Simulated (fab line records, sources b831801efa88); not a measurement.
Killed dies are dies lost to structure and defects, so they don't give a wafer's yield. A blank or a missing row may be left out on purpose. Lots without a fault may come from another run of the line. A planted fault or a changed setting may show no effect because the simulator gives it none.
Chamber matching | flow sfq_line | SFQ_TRILAYER_I3_CMP_CMP_082 on cmp-02: 4 sister chambers
The step polishes SiO2. 15 wafers are shown with their chamber, then 7 later ones without.

WAFERS WITH THEIR CHAMBER
wafer  | chamber | motor_current_A (A) | time_to_endpoint_s (s)
L416.1 | 2       | 9.1                 | 204
L416.2 | 3       | 11.3                | 198
L416.6 | 1       | 9.0                 | 214
L421.1 | 2       | 9.7                 | 207
L421.3 | 0       | 9.7                 | 209
L421.6 | 3       | 11.6                | 193
L423.3 | 3       | 11.3                | 201
L423.5 | 2       | 9.7                 | 216
L423.6 | 3       | 10.9                | 202
L426.3 | 2       | 10.0                | 210
L426.4 | 0       | 9.9                 | 192
L426.6 | 1       | 9.4                 | 212
L427.1 | 1       | 9.2                 | 208
L427.3 | 0       | 10.1                | 208
L427.5 | 2       | 9.9                 | 203

SIGNATURES (means of the wafers above)
reading            | chamber 0 | chamber 1 | chamber 2 | chamber 3 | scatter within a chamber
motor_current_A    | 9.900     | 9.200     | 9.680     | 11.275    | 0.285
time_to_endpoint_s | 203.00    | 211.33    | 208.00    | 198.50    | 5.72
Rule: a wafer's distance from a chamber is the root of the sum, over the readings, of the square of ((its reading less the chamber's mean) divided by the reading's scatter). The wafer belongs to the nearest chamber; if the next one is less than 2 further off, it can't be placed. The scatter: the root of (the sum of the squares of (reading less its chamber's mean) over the shown wafers, divided by (wafers less chambers)).

WAFERS WITHOUT THEIR CHAMBER
wafer  | motor_current_A (A) | time_to_endpoint_s (s)
L430.1 | 9.6                 | 210
L435.4 | 9.9                 | 219
L435.2 | 9.6                 | 205
L435.6 | 10.7                | 200
L438.4 | 10.4                | 210
L438.3 | 11.0                | 206
L438.6 | 9.5                 | 229

WHICH CHAMBER EACH WENT THROUGH
wafer  | from the rows above          | in truth
L430.1 | can't be placed: 2 or 1 or 0 | 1
L435.4 | can't be placed: 2 or 1 or 0 | 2
L435.2 | can't be placed: 2 or 0 or 1 | 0
L435.6 | can't be placed: 3 or 0 or 2 | 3
L438.4 | can't be placed: 0 or 2 or 3 | 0
L438.3 | 3                            | 3
L438.6 | can't be placed: 1 or 2 or 0 | 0
Placed correctly: 1 of 7. Can't be placed from these rows: 6 (the true chamber is among the candidates in 6). Placed wrongly: 0.
